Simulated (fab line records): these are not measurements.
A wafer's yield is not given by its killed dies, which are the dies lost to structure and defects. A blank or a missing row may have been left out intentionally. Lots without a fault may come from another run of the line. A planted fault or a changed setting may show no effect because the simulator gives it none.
Matching of chambers / flow sky130 / SKY_FIELD_ISO_ETCH_17 on rie si-01: 4 sister chambers
The step etches Si in HBr/Cl2/O2, target depth 342 nm, time 97.7 s. 16 wafers are shown with their chamber, then 8 later ones without.

EACH WAFER AND ITS CHAMBER
wafer=L276.2; chamber=3; drypump motor current A (A)=4.8; oes product au (a.u.)=1.009; throttle valve pct (%)=25.648
wafer=L276.4; chamber=3; drypump motor current A (A)=4.8; oes product au (a.u.)=1.004; throttle valve pct (%)=25.640
wafer=L276.6; chamber=0; drypump motor current A (A)=5.3; oes product au (a.u.)=0.995; throttle valve pct (%)=25.661
wafer=L278.1; chamber=0; drypump motor current A (A)=5.3; oes product au (a.u.)=0.995; throttle valve pct (%)=25.657
wafer=L278.3; chamber=3; drypump motor current A (A)=4.8; oes product au (a.u.)=1.007; throttle valve pct (%)=25.645
wafer=L278.4; chamber=2; drypump motor current A (A)=6.0; oes product au (a.u.)=1.012; throttle valve pct (%)=25.661
wafer=L280.1; chamber=1; drypump motor current A (A)=5.8; oes product au (a.u.)=1.001; throttle valve pct (%)=25.658
wafer=L280.4; chamber=0; drypump motor current A (A)=5.3; oes product au (a.u.)=1.003; throttle valve pct (%)=25.647
wafer=L280.6; chamber=2; drypump motor current A (A)=6.0; oes product au (a.u.)=1.010; throttle valve pct (%)=25.655
wafer=L282.2; chamber=2; drypump motor current A (A)=6.1; oes product au (a.u.)=1.014; throttle valve pct (%)=25.655
wafer=L282.4; chamber=3; drypump motor current A (A)=4.8; oes product au (a.u.)=1.011; throttle valve pct (%)=25.640
wafer=L282.5; chamber=3; drypump motor current A (A)=4.8; oes product au (a.u.)=1.003; throttle valve pct (%)=25.654
wafer=L286.4; chamber=2; drypump motor current A (A)=6.0; oes product au (a.u.)=1.008; throttle valve pct (%)=25.650
wafer=L286.5; chamber=0; drypump motor current A (A)=5.3; oes product au (a.u.)=0.999; throttle valve pct (%)=25.657
wafer=L286.6; chamber=3; drypump motor current A (A)=4.8; oes product au (a.u.)=1.009; throttle valve pct (%)=25.643
wafer=L291.4; chamber=1; drypump motor current A (A)=5.8; oes product au (a.u.)=1.007; throttle valve pct (%)=25.649

SIGNATURES, as means of the wafers listed above
reading=drypump motor current A; chamber 0=5.300; chamber 1=5.800; chamber 2=6.025; chamber 3=4.800; scatter within a chamber=0.025
reading=oes product au; chamber 0=0.99800; chamber 1=1.00400; chamber 2=1.01100; chamber 3=1.00717; scatter within a chamber=0.0033
reading=throttle valve pct; chamber 0=25.65550; chamber 1=25.65350; chamber 2=25.65525; chamber 3=25.64500; scatter within a chamber=0.00542
Rule: distance of a wafer from a chamber = root of the sum over the readings of ((wafer's reading minus chamber's mean) / reading's scatter) squared. The wafer belongs to the nearest chamber; if the next one is less than 2 further off, it can't be placed. The scatter: take each reading less its chamber's mean, square it, sum over the shown wafers, divide by the number of wafers less the number of chambers, and take the root.

WAFERS WITH NO CHAMBER GIVEN
wafer=L291.5; drypump motor current A (A)=6.0; oes product au (a.u.)=1.007; throttle valve pct (%)=25.655
wafer=L291.6; drypump motor current A (A)=4.8; oes product au (a.u.)=1.016; throttle valve pct (%)=25.639
wafer=L294.1; drypump motor current A (A)=5.8; oes product au (a.u.)=1.010; throttle valve pct (%)=25.656
wafer=L294.4; drypump motor current A (A)=6.0; oes product au (a.u.)=1.029; throttle valve pct (%)=25.656
wafer=L294.5; drypump motor current A (A)=6.0; oes product au (a.u.)=1.012; throttle valve pct (%)=25.640
wafer=L295.2; drypump motor current A (A)=5.8; oes product au (a.u.)=1.003; throttle valve pct (%)=25.657
wafer=L295.3; drypump motor current A (A)=6.0; oes product au (a.u.)=1.005; throttle valve pct (%)=25.660
wafer=L295.4; drypump motor current A (A)=4.8; oes product au (a.u.)=1.009; throttle valve pct (%)=25.645

WHICH CHAMBER EACH WENT THROUGH
wafer=L291.5; from the rows above=2; in truth=2
wafer=L291.6; from the rows above=3; in truth=3
wafer=L294.1; from the rows above=1; in truth=1
wafer=L294.4; from the rows above=2; in truth=2
wafer=L294.5; from the rows above=2; in truth=2
wafer=L295.2; from the rows above=1; in truth=1
wafer=L295.3; from the rows above=2; in truth=2
wafer=L295.4; from the rows above=3; in truth=3
Correctly placed: 8 of 8. Not placeable from these rows: 0. Wrongly placed: 0.
